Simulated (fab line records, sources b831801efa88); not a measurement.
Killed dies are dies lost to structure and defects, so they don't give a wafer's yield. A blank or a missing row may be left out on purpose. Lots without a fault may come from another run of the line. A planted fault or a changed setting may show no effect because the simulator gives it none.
Which tool did it? | flow sky130 | 13 lots, 39 wafers sampled, at 4 steps of a route of 708

WHAT THE GAUGES READ, wafer by wafer
SKY_VIA3_THK_MEAS_01.
lot  | measured     | on            | VIA3_HDPCVD_THK (nm)
L786 | day 38 14:04 | film_metro-01 | 1668 1619 1615
L787 | day 38 14:55 | film_metro-01 | 1656 1613 1666
L788 | day 39 04:26 | film_metro-03 | 1644 1603 1654
L789 | day 39 06:28 | film_metro-04 | 1684 1641 1666
L792 | day 40 10:24 | film_metro-03 | 1633 1659 1632
L793 | day 40 11:20 | film_metro-01 | 1683 1642 1683
L795 | day 41 20:18 | film_metro-03 | 1621 1632 1629
L794 | day 41 21:53 | film_metro-03 | 1640 1632 1627
L797 | day 41 22:44 | film_metro-01 | 1624 1660 1653
L798 | day 42 02:08 | film_metro-03 | 1638 1653 1629
L799 | day 42 08:35 | film_metro-03 | 1641 1687 1657
L803 | day 43 14:25 | film_metro-03 | 1668 1664 1638
L809 | day 44 18:23 | film_metro-03 | 1625 1647 1666

SKY_VIA3_CD_MEAS_12: target cd 200 nm.
lot  | measured     | on        | cd_nm (nm)
L786 | day 39 15:14 | cd_sem-02 | 200.1 200.7 201.5
L787 | day 39 16:29 | cd_sem-02 | 199.7 201.4 200.5
L788 | day 40 04:32 | cd_sem-02 | 198.5 198.7 197.3
L789 | day 40 07:02 | cd_sem-01 | 201.8 201.2 203.2
L792 | day 41 10:47 | cd_sem-02 | 199.1 200.1 199.7
L793 | day 41 12:04 | cd_sem-02 | 197.0 197.9 197.5
L795 | day 42 19:29 | cd_sem-02 | 199.5 198.8 198.8
L794 | day 42 21:35 | cd_sem-01 | 200.5 200.2 201.8
L797 | day 42 22:32 | cd_sem-02 | 201.5 201.2 201.8
L798 | day 43 02:18 | cd_sem-02 | 198.3 198.2 197.9
L799 | day 43 08:11 | cd_sem-02 | 200.6 200.1 200.4
L803 | day 44 12:31 | cd_sem-01 | 199.6 201.6 201.6
L809 | day 45 16:20 | cd_sem-02 | 203.3 202.9 201.0

SKY_VIA3_THK_MEAS_23: measures by xrf.
lot  | measured     | on            | VIA3_W_THK (nm)
L786 | day 39 16:23 | film_metro-01 | 379 371 374
L787 | day 39 17:38 | film_metro-01 | 382 387 384
L788 | day 40 05:41 | film_metro-04 | 365 366 377
L789 | day 40 08:15 | film_metro-04 | 369 371 372
L792 | day 41 11:56 | film_metro-04 | 370 376 376
L793 | day 41 13:13 | film_metro-03 | 373 381 381
L795 | day 42 20:38 | film_metro-04 | 372 374 372
L794 | day 42 22:44 | film_metro-04 | 374 373 372
L797 | day 42 23:41 | film_metro-03 | 370 378 373
L798 | day 43 03:26 | film_metro-04 | 369 375 372
L799 | day 43 09:20 | film_metro-01 | 386 382 379
L803 | day 44 13:45 | film_metro-04 | 368 370 373
L809 | day 45 17:29 | film_metro-03 | 375 380 382

WHICH TOOL RAN EACH LOT (tool, then ch and the chambers of the sampled wafers, then the start)
lot  | SKY_VIA2_CMP_02
L786 | cmp-02 ch 2,3, day 35 04:00
L787 | cmp-01 ch 1,2, day 35 05:53
L788 | cmp-02 ch 0,1,2, day 35 20:14
L789 | cmp-02 ch 0,2,3, day 35 21:48
L792 | cmp-02 ch 0,2, day 37 02:26
L793 | cmp-01 ch 0,2,3, day 37 05:47
L795 | cmp-01 ch 0,1,3, day 38 14:24
L794 | cmp-02 ch 2,3, day 38 15:02
L797 | cmp-01 ch 0,1,3, day 38 16:45
L798 | cmp-02 ch 0,3, day 38 21:00
L799 | cmp-02 ch 0,2,3, day 39 04:02
L803 | cmp-01 ch 0,2,3, day 40 11:53
L809 | cmp-01 ch 0,2,3, day 41 17:38
- SKY_VIA2_CMP_02: polishes SiO2.

WHAT THE TOOLS THEMSELVES READ (means of the sampled wafers that have a number; where no wafer has one, the mark that the record gives instead)
SKY_VIA2_CMP_02.
lot  | tool   | motor_current_A (A) | retaining_ring_pressure_frac
L786 | cmp-02 | 14.0                | 1.001
L787 | cmp-01 | 13.4                | 0.999
L788 | cmp-02 | 12.4                | 1.006
L789 | cmp-02 | 12.7                | 0.996
L792 | cmp-02 | 11.8                | 0.998
L793 | cmp-01 | 12.2                | 0.994
L795 | cmp-01 | 12.0                | 1.004
L794 | cmp-02 | 14.4                | 0.999
L797 | cmp-01 | 11.7                | 1.002
L798 | cmp-02 | 12.3                | 1.005
L799 | cmp-02 | 12.9                | 0.999
L803 | cmp-01 | 11.7                | 1.000
L809 | cmp-01 | 12.1                | 1.000

THE ANSWER, worked out from the rows above alone
Rule: what is usual is taken from the lots themselves. Put in order of their means at a reading, lots are off if they are a third of the lots or fewer, leave a main group of 4 or more, and stand apart from it by a gap of 3 or more times the standard deviation of the main group's means; of several such gaps the widest counts. A main group whose means are all the same, to the digits that the tables above print for the reading, isn't used. A lot without any number at a reading at which 4 lots or more have one is off too. The other lots that the step has rows for count as sound. The gauges are gone through in route order, then the tools' own readings, and for those a lot's mean is taken as printed above. The first step at which some lot is off is used, and at that step the reading that is off furthest; a lot without a number counts as furthest.
No lot is off at any reading shown: from this, nothing can be told.

WHAT THE SIMULATOR HAD PUT IN
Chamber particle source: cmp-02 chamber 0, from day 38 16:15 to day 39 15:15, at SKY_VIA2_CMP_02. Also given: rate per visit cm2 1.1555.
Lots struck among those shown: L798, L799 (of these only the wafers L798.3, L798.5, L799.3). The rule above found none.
